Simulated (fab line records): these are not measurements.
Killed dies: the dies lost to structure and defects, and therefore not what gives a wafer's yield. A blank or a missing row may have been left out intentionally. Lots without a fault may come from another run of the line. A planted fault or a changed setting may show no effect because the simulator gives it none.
Chamber matching || flow sky130 || rie_diel-04 running SKY_VIA3_ETCH_14: 4 sister chambers
The step etches BARC in N2/H2, stops on SiO2, time 45.9 s, target depth 60 nm. 8 wafers are shown with their chamber, then 8 later ones without.

== EACH WAFER AND ITS CHAMBER ==
{"wafer": "L302.3", "chamber": 1, "drypump_motor_current_A (A)": 6.1, "n2_flow_sccm (sccm)": 99.88}
{"wafer": "L306.5", "chamber": 3, "drypump_motor_current_A (A)": 5.6, "n2_flow_sccm (sccm)": 100.16}
{"wafer": "L308.4", "chamber": 0, "drypump_motor_current_A (A)": 6.1, "n2_flow_sccm (sccm)": 100.05}
{"wafer": "L308.5", "chamber": 0, "drypump_motor_current_A (A)": 6.1, "n2_flow_sccm (sccm)": 100.08}
{"wafer": "L309.3", "chamber": 2, "drypump_motor_current_A (A)": 5.6, "n2_flow_sccm (sccm)": 99.65}
{"wafer": "L309.4", "chamber": 3, "drypump_motor_current_A (A)": 5.6, "n2_flow_sccm (sccm)": 100.05}
{"wafer": "L309.5", "chamber": 2, "drypump_motor_current_A (A)": 5.7, "n2_flow_sccm (sccm)": 100.02}
{"wafer": "L310.2", "chamber": 1, "drypump_motor_current_A (A)": 6.1, "n2_flow_sccm (sccm)": 99.95}

== WAFERS MISSING THEIR CHAMBER ==
{"wafer": "L310.3", "drypump_motor_current_A (A)": 6.0, "n2_flow_sccm (sccm)": 100.24}
{"wafer": "L310.4", "drypump_motor_current_A (A)": 6.0, "n2_flow_sccm (sccm)": 100.37}
{"wafer": "L311.1", "drypump_motor_current_A (A)": 6.2, "n2_flow_sccm (sccm)": 99.82}
{"wafer": "L311.2", "drypump_motor_current_A (A)": 5.6, "n2_flow_sccm (sccm)": 99.99}
{"wafer": "L311.3", "drypump_motor_current_A (A)": 6.0, "n2_flow_sccm (sccm)": 100.01}
{"wafer": "L315.2", "drypump_motor_current_A (A)": 5.6, "n2_flow_sccm (sccm)": 100.34}
{"wafer": "L315.3", "drypump_motor_current_A (A)": 6.0, "n2_flow_sccm (sccm)": 99.74}
{"wafer": "L315.4", "drypump_motor_current_A (A)": 6.2, "n2_flow_sccm (sccm)": 100.05}

== EACH ONE'S CHAMBER ==
{"wafer": "L310.3", "from the rows above": "can't be placed: 0 or 1", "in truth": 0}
{"wafer": "L310.4", "from the rows above": "can't be placed: 0 or 1", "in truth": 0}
{"wafer": "L311.1", "from the rows above": "can't be placed: 1 or 0", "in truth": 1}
{"wafer": "L311.2", "from the rows above": "can't be placed: 3 or 2", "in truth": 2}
{"wafer": "L311.3", "from the rows above": "can't be placed: 0 or 1", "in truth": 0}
{"wafer": "L315.2", "from the rows above": 3, "in truth": 3}
{"wafer": "L315.3", "from the rows above": "can't be placed: 1 or 0", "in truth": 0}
{"wafer": "L315.4", "from the rows above": "can't be placed: 0 or 1", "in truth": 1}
Correct placement for 1 of the 8. Unplaceable from these rows: 7, with the true chamber sitting among the candidates in 7. Placed wrongly: 0.
How it was worked out, from the rows above alone: a wafer's distance from a chamber is the root of the sum, over the readings, of the square of ((its reading less the chamber's mean) divided by the reading's scatter). The wafer belongs to the nearest chamber; if the next one is less than 2 further off, it can't be placed. A chamber's mean is the mean of its shown wafers. The scatter is the square root of a quotient: the sum, over the shown wafers, of each reading's squared deviation from its chamber's mean, divided by wafers minus chambers.
